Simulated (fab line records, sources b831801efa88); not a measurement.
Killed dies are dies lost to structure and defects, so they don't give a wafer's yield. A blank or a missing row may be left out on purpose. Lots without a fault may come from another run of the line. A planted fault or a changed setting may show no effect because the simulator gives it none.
Which tool did it? | flow gf180mcu | 6 lots, 18 wafers sampled, at 3 steps of a route of 602

WHAT THE GAUGES READ, wafer by wafer
GF_MIM_THK_MEAS_06.
lot  | measured     | on            | MIM_CVD_05_THK (nm)
L789 | day 25 07:57 | film_metro-03 | 42.1 41.5 42.2
L791 | day 25 23:38 | film_metro-04 | 42.0 42.2 42.3
L794 | day 27 09:46 | film_metro-01 | 41.6 41.4 42.5
L796 | day 27 16:37 | film_metro-03 | 40.7 41.3 41.7
L801 | day 29 05:47 | film_metro-01 | 25.7 25.4 26.1
L809 | day 31 04:02 | film_metro-01 | 41.8 41.6 42.5

WHICH TOOL RAN EACH LOT (tool, then ch and the chambers of the sampled wafers, then the start)
lot  | GF_V3_SPUTTER_21             | GF_MIM_CVD_05
L789 | pvd_sputter-01, day 23 07:58 | pecvd-04 ch 0,2, day 25 07:55
L791 | pvd_sputter-03, day 23 23:39 | pecvd-02 ch 0,1, day 25 23:37
L794 | pvd_sputter-03, day 25 12:38 | pecvd-01 ch 1,2, day 27 09:44
L796 | pvd_sputter-02, day 25 19:56 | pecvd-02 ch 0,1,2, day 27 16:35
L801 | pvd_sputter-01, day 27 10:14 | pecvd-02 ch 0,1, day 29 05:44
L809 | pvd_sputter-02, day 29 11:34 | pecvd-04 ch 0,1, day 31 03:59
- GF_V3_SPUTTER_21: material Ti, target thk 15 nm, time 80.02 s.
- GF_MIM_CVD_05: deposits Si3N4, target thk 42 nm, time 29.086 s.

THE ANSWER, worked out from the rows above alone
Rule: what is usual is taken from the lots themselves. Put in order of their means at a reading, lots are off if they are a third of the lots or fewer, leave a main group of 4 or more, and stand apart from it by a gap of 3 or more times the standard deviation of the main group's means; of several such gaps the widest counts. A main group whose means are all the same, to the digits that the tables above print for the reading, isn't used. A lot without any number at a reading at which 4 lots or more have one is off too. The other lots that the step has rows for count as sound.
Off: L801, at GF_MIM_THK_MEAS_06 (MIM_CVD_05_THK). The main group: mean 41.8 nm, standard deviation 0.32.
A tool fits if, at a process step before that reading, it ran every lot that is off, and no sound lot after the first of them. The gauges at GF_MIM_THK_MEAS_06 are tried like those tools. Can't be told from this: 2 tools fit, pvd_sputter-01 at GF_V3_SPUTTER_21, pecvd-02 at GF_MIM_CVD_05.

WHAT THE SIMULATOR HAD PUT IN
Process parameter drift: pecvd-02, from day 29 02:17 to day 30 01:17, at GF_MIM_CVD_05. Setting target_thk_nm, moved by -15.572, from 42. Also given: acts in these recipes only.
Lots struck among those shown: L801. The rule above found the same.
